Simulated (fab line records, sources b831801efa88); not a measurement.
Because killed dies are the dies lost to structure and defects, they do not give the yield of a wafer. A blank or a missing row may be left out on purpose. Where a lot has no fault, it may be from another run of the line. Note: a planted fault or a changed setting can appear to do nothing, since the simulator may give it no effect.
Which tool was responsible? -- flow sky130 -- 13 lots with 39 wafers sampled at 3 steps, on a route of 708 steps

== WHAT EACH GAUGE READ, for each wafer ==
SKY_LOCAL_INTERCONNECT_OVL_MEAS_12. Usual: LOCAL_INTERCONNECT_OVL typically reads 1 nm, with standard deviation 6.1.
lot,measured,on,LOCAL_INTERCONNECT_OVL (nm),flag
L280,day 30 04:08,overlay-01,10 5 0,
L282,day 30 21:33,overlay-02,-5 -8 0,
L283,day 31 11:07,overlay-01,1 -5 -1,
L285,day 32 03:12,overlay-01,-6 -3 -8,
L287,day 32 18:58,overlay-02,-8 4 -3,
L288,day 33 01:11,overlay-02,1 -5 9,
L296,day 36 00:55,overlay-01,4 3 4,
L297,day 36 13:34,overlay-02,5 -2 -3,
L298,day 36 15:15,overlay-01,0 13 3,
L299,day 36 19:58,overlay-02,4 0 1,
L300,day 36 23:55,overlay-01,-6 -1 -6,
L302,day 37 17:20,overlay-01,-14 -7 -5,
L303,day 37 15:02,overlay-02,0 7 -5,

== EACH LOT AND THE TOOL THAT RAN IT (in order: tool; ch and the chambers of the sampled wafers; start) ==
lot,SKY_FIELD_ISO_ETCH_14,SKY_VT_ADJUST_HVTP_COAT_02
L280,"rie-diel-02 ch 0,1, day 2 05:33","litho-track-01 ch 0, day 5 15:08"
L282,"rie-diel-03 ch 1,3, day 2 16:53","litho-track-04 ch 0, day 6 04:04"
L283,"rie-diel-03 ch 2,3, day 2 20:51","litho-track-03 ch 0, day 6 09:06"
L285,"rie-diel-02 ch 1,2, day 3 07:32","litho-track-03 ch 0, day 6 23:36"
L287,"rie-diel-04 ch 0,1,2, day 3 17:34","litho-track-03 ch 0, day 7 12:54"
L288,"rie-diel-03 ch 1,2,3, day 3 21:58","litho-track-01 ch 0, day 7 16:38"
L296,"rie-diel-04 ch 1,2,3, day 5 16:31","litho-track-01 ch 0, day 10 03:56"
L297,"rie-diel-04 ch 0,2,3, day 5 20:49","litho-track-03 ch 0, day 10 09:24"
L298,"rie-diel-04 ch 0,2, day 6 02:18","litho-track-03 ch 0, day 10 16:42"
L299,"rie-diel-04 ch 1,2,3, day 6 06:01","litho-track-03 ch 0, day 10 20:30"
L300,"rie-diel-02 ch 0,2,3, day 6 15:59","litho-track-04 ch 0, day 11 02:23"
L302,"rie-diel-04 ch 0,1,2, day 7 04:50","litho-track-03 ch 0, day 11 15:49"
L303,"rie-diel-03 ch 0,3, day 7 06:06","litho-track-01 ch 0, day 11 13:53"
- SKY_FIELD_ISO_ETCH_14: etches BARC in N2/H2, stops on SiO2, time 45.9 s, target depth 60 nm.
- SKY_VT_ADJUST_HVTP_COAT_02: resist thk 1140 nm.

== AS READ BY THE TOOLS THEMSELVES (means over the sampled wafers that have a number; for cases with no such wafer, the mark the record gives instead) ==
SKY_FIELD_ISO_ETCH_14. Usual: drypump-motor-current-A 5.58 A, standard deviation 0.24; n2-flow-sccm 100.0 sccm, standard deviation 0.32; oes-product-au 0.855 a.u., standard deviation 0.0047; throttle-valve-pct 13.225 %, standard deviation 0.0098.
lot,tool,drypump-motor-current-A (A),n2-flow-sccm (sccm),oes-product-au (a.u.),throttle-valve-pct (%),flag
L280,rie-diel-02,5.64,99.8,0.852,13.232,
L282,rie-diel-03,5.78,100.1,0.852,13.223,
L283,rie-diel-03,5.53,100.1,0.858,13.229,
L285,rie-diel-02,5.77,99.8,0.854,13.212,
L287,rie-diel-04,5.42,100.1,0.859,13.224,
L288,rie-diel-03,5.68,100.0,0.856,13.230,
L296,rie-diel-04,5.48,99.9,0.853,13.221,
L297,rie-diel-04,5.42,100.1,0.853,13.226,
L298,rie-diel-04,5.41,99.9,0.853,13.229,
L299,rie-diel-04,5.49,99.7,0.856,13.226,
L300,rie-diel-02,5.42,99.7,0.851,13.226,
L302,rie-diel-04,5.44,100.1,0.857,13.221,
L303,rie-diel-03,5.86,99.7,0.854,13.227,

SKY_VT_ADJUST_HVTP_COAT_02. Usual: spin-speed-rpm reads 2999.8 rpm (standard deviation 1.9).
lot,tool,spin-speed-rpm (rpm),flag
L280,litho-track-01,2999.4,
L282,litho-track-04,3001.7,
L283,litho-track-03,2999.5,
L285,litho-track-03,2950.2,OFF
L287,litho-track-03,2952.2,OFF
L288,litho-track-01,2999.6,
L296,litho-track-01,2999.4,
L297,litho-track-03,2999.4,
L298,litho-track-03,3000.5,
L299,litho-track-03,3000.7,
L300,litho-track-04,3001.9,
L302,litho-track-03,3001.2,
L303,litho-track-01,2996.3,

== THE ANSWER, worked out from the rows above alone ==
Rule: lot off if the mean of its wafers having a number is beyond 3 standard deviations from the usual mean. A lot without any number at a reading at which 4 lots or more have one is off too. Where the step has rows for the other lots, those lots are counted as sound. Order of review: gauges by route order, followed by the tools' own readings, for which a lot's mean as printed above is used. The first step at which some lot is off is used, and at that step the reading that is off furthest; a lot without a number counts as furthest.
Off: L285, L287, at SKY_VT_ADJUST_HVTP_COAT_02 (spin-speed-rpm).
A tool fits if, at that step or a process step before it, it ran every lot that is off, and no sound lot after the first of them. Not one of the candidates tried fits.

== WHAT HAD BEEN PUT IN BY THE SIMULATOR ==
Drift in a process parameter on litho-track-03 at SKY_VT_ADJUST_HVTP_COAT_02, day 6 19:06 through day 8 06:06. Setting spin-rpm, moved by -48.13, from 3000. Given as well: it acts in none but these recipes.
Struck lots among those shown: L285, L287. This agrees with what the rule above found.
